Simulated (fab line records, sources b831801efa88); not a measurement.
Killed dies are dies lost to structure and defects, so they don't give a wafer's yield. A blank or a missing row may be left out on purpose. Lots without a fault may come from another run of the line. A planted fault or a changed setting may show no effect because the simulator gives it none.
Which tool did it? | flow sky130 | 7 lots, 21 wafers sampled, at 1 step of a route of 708

WHAT THE GAUGES READ, wafer by wafer
SKY_VIA3_BOW_MEAS_03.
lot  | measured     | on            | VIA3_BOW (um)
L668 | day 39 05:07 | film_metro-02 | 76 60 76
L669 | day 39 14:30 | film_metro-02 | 67 86 83
L672 | day 40 15:58 | film_metro-01 | 72 81 78
L678 | day 42 15:44 | film_metro-01 | 84 81 78
L681 | day 43 01:45 | film_metro-02 | 77 65 71
L687 | day 44 13:49 | film_metro-02 | 75 72 70
L688 | day 45 02:58 | film_metro-03 | 74 73 86

WHICH TOOL RAN EACH LOT (tool, then ch and the chambers of the sampled wafers, then the start)
The record holds no process step before these readings.

THE ANSWER, worked out from the rows above alone
Rule: what is usual is taken from the lots themselves. Put in order of their means at a reading, lots are off if they are a third of the lots or fewer, leave a main group of 4 or more, and stand apart from it by a gap of 3 or more times the standard deviation of the main group's means; of several such gaps the widest counts. A main group whose means are all the same, to the digits that the tables above print for the reading, isn't used. A lot without any number at a reading at which 4 lots or more have one is off too. The other lots that the step has rows for count as sound.
No lot is off at any reading shown: from this, nothing can be told.

WHAT THE SIMULATOR HAD PUT IN
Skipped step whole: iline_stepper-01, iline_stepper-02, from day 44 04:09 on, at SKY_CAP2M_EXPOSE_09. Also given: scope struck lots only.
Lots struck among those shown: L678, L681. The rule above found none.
